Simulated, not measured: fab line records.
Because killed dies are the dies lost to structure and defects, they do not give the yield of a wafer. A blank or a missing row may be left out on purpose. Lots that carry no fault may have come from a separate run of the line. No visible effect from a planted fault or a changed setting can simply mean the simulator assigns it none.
fab line records	flow sky130
record lots=13	wafers=39	last-day=50
route steps=708 shown LI_CONTACT@365 PAD_OPEN@708
lots with no fault: from the same line, run without faults
start-h: the number of hours between the record's first day and the start of the first shown wafer of the lot	wait-h: how many hours have passed since the lot's step before this one	" as in the row above	L1.1+2: one row covering several wafers at once	- no value, or no start was given	* or withheld: withheld	< > ~ a bound
route shown NAME@n: a module of which the file shows steps, and the number in the route of the first	usual: the fault-free wafers' mean and standard deviation	same: alike in all rows	chamber/n: place in a boat	sites: per-site readings	_std_site: the standard deviation of these	_edge_site: inner sites' mean taken away from outer sites' mean	radius-mm: for every site, how far away it sits from the centre of the wafer	mask NAME#n: copy n	behind: the tool/chamber that last shaped the wafer	hold: why the lot went on hold/how many hours it stayed there/how the hold came to an end	device: which transistor (n, p or np) failed to switch	end of line: the same wafers' tests at the end of the route	a step without rows: its recipe alone	killed: the dies lost at the first sort to structure and to defects; this is not the yield of the wafer	map: dies across one wafer; x = killed, . = not, _ = none there
set.NAME: the setting the step ran with; set.NAME@STEP: the setting that earlier step ran with	model.NAME: the simulator's own value behind a step, which no gauge read
the route's steps for a sample of lots (tables are steps, rows are wafers)
services: a tool's chamber out of use, with start hour (start-h, from the record's first day; less than 0 if before it), hours out, and reason
## steps
# step SKY_LI_CONTACT_BOW_MEAS_03
# recipe mode=bow
# usual LI_CONTACT_BOW=57/6.7
lot.wafer	tool	chamber	start-h	wait-h	LI_CONTACT_BOW[um]
L677.2	film-metro-01	-	675.66	0.3	62
L677.3	"	-	"	"	70
L677.5	"	-	"	"	50
L678.1	film-metro-03	-	689.18	0.1	59
L678.4	"	-	"	"	58
L678.5	"	-	"	"	59
L679.2	film-metro-02	-	694.79	0.2	56
L679.3	"	-	"	"	61
L679.4	"	-	"	"	63
L681.1	film-metro-01	-	706.35	0.2	45
L681.4	"	-	"	"	56
L681.5	"	-	"	"	53
L683.2	film-metro-02	-	724.95	0.1	51
L683.4	"	-	"	"	43
L683.6	"	-	"	"	59
L684.1	film-metro-03	-	727.69	0.2	61
L684.3	"	-	"	"	66
L684.5	"	-	"	"	56
L690.1	film-metro-01	-	774.71	0.2	56
L690.3	"	-	"	"	51
L690.6	"	-	"	"	64
L692.1	film-metro-01	-	782.08	0.2	50
L692.2	"	-	"	"	65
L692.4	"	-	"	"	53
L693.1	film-metro-01	-	788.84	0.2	63
L693.2	"	-	"	"	51
L693.3	"	-	"	"	51
L694.2	film-metro-01	-	801.42	0.1	62
L694.3	"	-	"	"	61
L694.4	"	-	"	"	65
L695.2	film-metro-03	-	805.55	0.2	50
L695.5	"	-	"	"	68
L695.6	"	-	"	"	57
L697.4	film-metro-03	-	824.82	0.3	52
L697.5	"	-	"	"	64
L697.6	"	-	"	"	64
L698.1	film-metro-01	-	831.69	0.2	54
L698.3	"	-	"	"	66
L698.4	"	-	"	"	51
# step SKY_LI_CONTACT_ETCH_14
# recipe chemistry=N2/H2	target=BARC	ion-energy-ev=200	source-w=500	bias-w=100	pressure-mtorr=30	n2-flow-sccm=100	h2-flow-sccm=200	stop-on=SiO2	time-s=45.9	target-depth-a=600
# usual drypump-motor-current-A=5.6/0.45	oes-product-au=0.854/0.0047	throttle-valve-pct=13.224/0.0093
lot.wafer	tool	chamber	start-h	wait-h	drypump-motor-current-A	oes-product-au	rf-hours-counter-h	throttle-valve-pct
L677.2	rie-diel-04	0	704.07	0.0	5.4	0.853	38	13.218
L677.3	"	3	"	"	5.0	0.852	17	13.221
L677.5	"	1	"	"	5.0	0.856	-	13.228
L678.1	rie-diel-03	0	716.77	0.0	5.9	0.859	16	13.221
L678.4	"	2	"	"	5.3	0.856	3	13.219
L678.5	"	0	"	"	5.9	0.859	-	13.213
L679.2	rie-diel-01	3	723.05	0.0	6.3	0.854	9	13.211
L679.3	"	1	"	"	6.6	0.849	6	13.231
L679.4	"	1	"	"	6.5	0.859	-	13.219
L681.1	rie-diel-03	2	734.20	0.0	5.3	0.850	4	13.221
L681.4	"	1	"	"	5.7	0.854	15	13.224
L681.5	"	0	"	"	5.9	0.848	-	13.203
L683.2	rie-diel-03	2	752.67	0.0	5.3	0.861	4	13.228
L683.4	"	0	"	"	5.9	0.858	17	13.233
L683.6	"	2	"	"	5.3	0.866	-	13.225
L684.1	rie-diel-01	0	756.17	0.0	5.4	0.851	6	13.233
L684.3	"	2	"	"	5.6	0.848	10	13.221
L684.5	"	2	"	"	5.6	0.856	-	13.223
L690.1	rie-diel-03	2	801.55	0.0	5.3	0.849	6	13.218
L690.3	"	0	"	"	5.9	0.849	19	13.227
L690.6	"	3	"	"	5.7	0.847	-	13.223
L692.1	rie-diel-03	0	808.97	0.0	5.9	0.865	19	13.232
L692.2	"	3	"	"	5.6	0.854	15	13.230
L692.4	"	3	"	"	5.6	0.860	-	13.230
L693.1	rie-diel-01	0	815.37	0.0	5.4	0.857	8	13.219
L693.2	"	3	"	"	6.3	0.860	12	13.210
L693.3	"	1	"	"	6.5	0.857	8	13.231
L694.2	rie-diel-03	3	827.82	0.0	5.7	0.853	16	13.235
L694.3	"	0	"	"	5.9	0.850	20	13.218
L694.4	"	2	"	"	5.3	0.863	7	13.221
L695.2	rie-diel-01	2	832.35	0.0	5.6	0.849	12	13.229
L695.5	"	1	"	"	6.5	0.857	-	13.229
L695.6	"	2	"	"	5.6	0.861	-	13.212
L697.4	rie-diel-04	0	851.06	0.0	5.5	0.849	1	13.214
L697.5	"	1	"	"	5.1	0.856	-	13.213
L697.6	"	2	"	"	5.4	0.849	-	13.232
L698.1	rie-diel-04	3	858.31	0.0	5.0	0.856	20	13.236
L698.3	"	1	"	"	5.0	0.849	12	13.209
L698.4	"	0	"	"	5.5	0.851	2	13.227
# step SKY_LI_CONTACT_THK_MEAS_23
# recipe thk-meas-gauge=xrf	reads=W_of_LI_CONTACT_CVD_21
# usual LI_CONTACT_W_THK=396/5.5
lot.wafer	tool	chamber	start-h	wait-h	LI_CONTACT_W_THK[nm]
L677.2	film-metro-01	-	704.89	0.1	394
L677.3	"	-	"	"	406
L677.5	"	-	"	"	398
L678.1	film-metro-03	-	717.88	0.1	400
L678.4	"	-	"	"	405
L678.5	"	-	"	"	398
L679.2	film-metro-03	-	724.01	0.1	398
L679.3	"	-	"	"	395
L679.4	"	-	"	"	401
L681.1	film-metro-01	-	735.04	0.1	394
L681.4	"	-	"	"	394
L681.5	"	-	"	"	395
L683.2	film-metro-01	-	753.50	0.1	393
L683.4	"	-	"	"	396
L683.6	"	-	"	"	395
L684.1	film-metro-01	-	757.01	0.1	398
L684.3	"	-	"	"	394
L684.5	"	-	"	"	398
L690.1	film-metro-02	-	802.36	0.1	398
L690.3	"	-	"	"	388
L690.6	"	-	"	"	391
L692.1	film-metro-02	-	809.78	0.1	384
L692.2	"	-	"	"	389
L692.4	"	-	"	"	391
L693.1	film-metro-03	-	816.19	0.1	397
L693.2	"	-	"	"	398
L693.3	"	-	"	"	402
L694.2	film-metro-01	-	828.65	0.1	397
L694.3	"	-	"	"	393
L694.4	"	-	"	"	402
L695.2	film-metro-01	-	833.18	0.1	398
L695.5	"	-	"	"	390
L695.6	"	-	"	"	398
L697.4	film-metro-02	-	851.89	0.1	396
L697.5	"	-	"	"	385
L697.6	"	-	"	"	399
L698.1	film-metro-03	-	859.11	0.1	408
L698.3	"	-	"	"	415
L698.4	"	-	"	"	402
# step SKY_LI_CONTACT_CMP_24
# recipe stop-on=PSG	t-overpolish-s=20	down-force-psi=3.5	platen-rpm=60	target-thk-nm=0	pad-velocity-m-s=0.94248
# usual motor-current-A=10.8/1	overpolish-run-s=20.000/0.0098	platen-rpm=60.00/0.044	time-to-endpoint-s=98/3.8
lot.wafer	tool	chamber	start-h	wait-h	motor-current-A	overpolish-run-s	platen-rpm	time-to-endpoint-s
L677.3	cmp-02	1	704.99	0.1	10.0	19.989	60.01	94
L677.2	"	2	"	"	9.1	20.013	59.97	98
L677.5	"	0	"	"	10.8	19.995	59.96	95
L678.4	cmp-01	2	717.94	0.0	13.0	19.989	60.00	92
L678.1	"	1	"	"	10.7	20.003	59.99	99
L678.5	"	3	"	"	11.1	20.008	59.98	94
L679.3	cmp-01	1	724.06	0.0	10.7	20.007	60.05	100
L679.2	"	2	"	"	12.3	20.000	59.94	97
L679.4	"	0	"	"	12.5	20.005	60.02	98
L681.4	cmp-02	3	735.15	0.1	9.9	19.994	59.96	96
L681.1	"	1	"	"	10.7	20.015	60.01	98
L681.5	"	2	"	"	9.3	19.999	60.03	98
L683.4	cmp-02	2	753.65	0.1	9.0	19.983	59.91	55
L683.2	"	3	"	"	10.0	20.001	60.00	95
L683.6	"	0	"	"	10.5	19.997	60.06	97
L684.1	cmp-02	0	757.07	0.1	10.8	19.988	60.03	107
L684.3	"	2	"	"	9.7	20.001	60.00	59
L684.5	"	0	"	"	10.4	20.002	59.99	105
L690.3	cmp-01	0	802.42	0.0	12.8	19.990	59.96	96
L690.1	"	3	"	"	10.9	19.997	60.00	97
L690.6	"	0	"	"	12.3	19.989	60.01	94
L692.2	cmp-01	1	809.84	0.0	10.5	20.002	59.96	95
L692.4	"	2	"	"	12.3	20.004	59.97	96
L692.1	"	0	"	"	12.7	20.013	60.00	94
L693.3	cmp-01	1	816.25	0.0	10.4	19.999	60.01	99
L693.1	"	2	"	"	12.7	20.008	60.06	95
L693.2	"	0	"	"	12.4	19.977	60.03	95
L694.2	cmp-01	3	828.70	0.0	11.0	19.988	60.03	93
L694.4	"	0	"	"	13.0	20.008	60.04	95
L694.3	"	2	"	"	13.1	20.001	60.03	95
L695.2	cmp-01	3	833.28	0.1	10.7	20.010	60.01	95
L695.6	"	2	"	"	11.9	20.008	60.03	96
L695.5	"	3	"	"	10.8	19.996	60.08	93
L697.4	cmp-02	2	852.02	0.1	9.6	20.001	59.98	106
L697.5	"	0	"	"	10.2	19.996	59.98	100
L697.6	"	1	"	"	11.2	19.994	59.97	104
L698.4	cmp-02	0	859.24	0.1	10.7	19.987	59.99	106
L698.3	"	2	"	"	9.7	20.029	59.98	102
L698.1	"	3	"	"	10.0	19.985	59.96	102
# step SKY_PAD_OPEN_PROBE_99
# usual killed_at_M0_to_M3=43/7.1	killed_at_M4_up=3.3/2	killed-at-contacts=24/5.1	killed-at-front-end=15/4.6	killed-at-other=0.3/0.6	killed-dies=86/9.6	killed-open=46/7.3	killed-short=39/6.7
# same gross-dies=492	killed-at-back-side=0
lot.wafer	tool	chamber	start-h	wait-h	killed_at_M0_to_M3	killed_at_M4_up	killed-at-contacts	killed-at-front-end	killed-at-other	killed-dies	killed-open	killed-short
L684.1	prober-02	-	1137.90	0.1	38	2	21	16	0	77	54	23
L684.3	prober-02	-	1138.00	0.2	46	6	26	10	0	88	48	40
L684.5	prober-02	-	1138.10	0.2	34	0	20	17	0	71	32	38
L690.1	prober-02	-	1167.33	0.1	52	6	26	19	0	103	59	43
L690.3	prober-02	-	1167.43	0.2	33	7	20	18	0	78	37	41
L690.6	prober-02	-	1167.58	0.2	33	2	27	10	0	72	45	27
L692.1	prober-02	-	1174.38	0.1	39	4	18	15	1	77	38	38
L692.2	prober-02	-	1174.43	0.1	30	4	17	14	0	65	38	27
L692.4	prober-02	-	1174.53	0.2	43	2	21	9	0	75	35	40
L693.1	prober-01	-	1177.83	0.1	37	4	23	8	0	72	39	33
L693.2	prober-01	-	1177.88	0.1	44	2	28	14	0	88	62	26
L693.3	prober-01	-	1177.93	0.2	40	1	32	19	0	92	54	38
# killed by level:class
L684.1 VIA1:geometric-particle:open=12 CONTACT:geometric-particle:open=8 VIA2:geometric-particle:open=7 LI_CONTACT:geometric-particle:open=5 LOCAL_INTERCONNECT:geometric-particle:short=5 FIELD_ISO:geometric-particle:open=4 POLY_GATE:geometric-particle:open=4 VIA3:geometric-particle:open=4
L684.3 VIA1:geometric-particle:open=11 CONTACT:geometric-particle:open=7 VIA2:geometric-particle:open=7 METAL2:geometric-particle:short=6 LI_CONTACT:geometric-particle:open=6 CONTACT:geometric-particle:short=6 LOCAL_INTERCONNECT:geometric-particle:short=5 VIA3:geometric-particle:open=5
L684.5 VIA1:geometric-particle:open=8 METAL2:geometric-particle:short=6 FIELD_ISO:geometric-particle:short=5 METAL1:geometric-particle:short=5 CONTACT:geometric-particle:short=5 SPACER:geometric-particle:open=4 LI_CONTACT:geometric-particle:open=4 CONTACT:geometric-particle:open=4
L690.1 VIA1:geometric-particle:open=20 LI_CONTACT:geometric-particle:open=9 CONTACT:geometric-particle:open=9 VIA2:geometric-particle:open=6 FIELD_ISO:geometric-particle:short=5 VIA3:geometric-particle:open=5 POLY_GATE:geometric-particle:short=5 CONTACT:geometric-particle:short=5
L690.3 CONTACT:geometric-particle:open=8 METAL4:geometric-particle:short=7 VIA2:geometric-particle:open=6 FIELD_ISO:geometric-particle:short=5 LI_CONTACT:geometric-particle:open=5 POLY_GATE:geometric-particle:short=4 METAL1:geometric-particle:short=4 VIA1:geometric-particle:open=4
L690.6 CONTACT:geometric-particle:open=11 VIA1:geometric-particle:open=10 LI_CONTACT:geometric-particle:open=6 VIA3:geometric-particle:open=6 VIA2:geometric-particle:open=6 METAL2:geometric-particle:short=5 POLY_GATE:geometric-particle:short=4 LOCAL_INTERCONNECT:geometric-particle:short=4
L692.1 METAL2:geometric-particle:short=11 VIA1:geometric-particle:open=9 CONTACT:geometric-particle:open=7 METAL1:geometric-particle:short=7 LI_CONTACT:geometric-particle:open=5 POLY_GATE:geometric-particle:short=4 VIA3:geometric-particle:open=4 FIELD_ISO:geometric-particle:open=3
L692.2 VIA1:geometric-particle:open=9 FIELD_ISO:geometric-particle:open=7 CONTACT:geometric-particle:open=7 METAL1:geometric-particle:short=5 METAL2:geometric-particle:short=4 LI_CONTACT:geometric-particle:open=4 POLY_GATE:geometric-particle:short=3 CONTACT:geometric-particle:short=3
L692.4 VIA1:geometric-particle:short=9 VIA1:geometric-particle:open=7 LI_CONTACT:geometric-particle:open=6 VIA2:geometric-particle:open=6 VIA3:geometric-particle:open=5 METAL1:geometric-particle:short=5 METAL2:geometric-particle:short=5 LI_CONTACT:geometric-particle:short=4
L693.1 CONTACT:geometric-particle:open=9 VIA1:geometric-particle:open=7 VIA2:geometric-particle:open=7 VIA1:geometric-particle:short=5 LI_CONTACT:geometric-particle:open=4 FIELD_ISO:geometric-particle:short=3 LOCAL_INTERCONNECT:geometric-particle:open=3 CONTACT:geometric-particle:short=3
L693.2 CONTACT:geometric-particle:open=12 LI_CONTACT:geometric-particle:open=10 VIA1:geometric-particle:open=9 VIA3:geometric-particle:open=7 VIA2:geometric-particle:open=6 METAL2:geometric-particle:short=6 FIELD_ISO:geometric-particle:open=4 METAL3:geometric-particle:short=4
L693.3 CONTACT:geometric-particle:open=13 VIA1:geometric-particle:open=12 FIELD_ISO:geometric-particle:open=7 VIA3:geometric-particle:open=7 LI_CONTACT:geometric-particle:open=6 VIA1:geometric-particle:short=6 VIA2:geometric-particle:open=6 LOCAL_INTERCONNECT:geometric-particle:short=5
## services
tool	chamber	start-h	hours	kind
rie-diel-03	3	686.90	14.3	repair
rie-diel-04	1	693.23	6.8	repair
cmp-02	-	705.30	5.1	pm
rie-diel-01	2	715.25	30.0	repair
cmp-01	-	727.94	9.3	pm
cmp-01	-	737.24	8.0	pm
cmp-01	-	745.20	4.0	pm
cmp-01	-	749.20	-	consumable-replace:conditioner
cmp-01	-	749.20	-	consumable-replace:pad
rie-diel-01	1	751.32	9.9	repair
rie-diel-04	-	755.61	4.3	pm
cmp-02	-	762.45	1.9	repair
rie-diel-04	0	771.17	-	clean
rie-diel-04	0	771.17	19.4	scheduled-down
rie-diel-04	0	771.17	19.4	vent-cycle
rie-diel-01	-	773.80	15.6	pm
cmp-01	-	788.27	5.7	pm
rie-diel-03	1	804.83	4.7	repair
cmp-01	-	853.36	0.3	repair
## key
first-sign step=SKY_LI_CONTACT_CMP_24	reading=time-to-endpoint-s	direction=down	sigmas=11	usual=*	struck=*
effect none on later readings
met-at SKY_LI_CONTACT_CMP_24
struck-lots L683,L684
struck-wafers L683.4,L684.3
tester-left-out L683,L684
not-acting-at SKY_LI_CONTACT_BOW_MEAS_03,SKY_LI_CONTACT_ETCH_14,SKY_LI_CONTACT_THK_MEAS_23
onset-between 735.15 753.65
fault kind=process-parameter-drift	tool=cmp-02	chamber=-	onset-h=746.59	steps=SKY_LI_CONTACT_CMP_24	channel=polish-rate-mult	offset=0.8	shape=step	end-h=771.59	scope=struck-wafers-only
# tester-left-out: of these lots the tester's yield and bins aren't shown, on N5 and GAA mostly nor the transistor test; their killed dies are dies lost to structure and defects alone, not to doping, threshold or leakage, so they don't give the yield
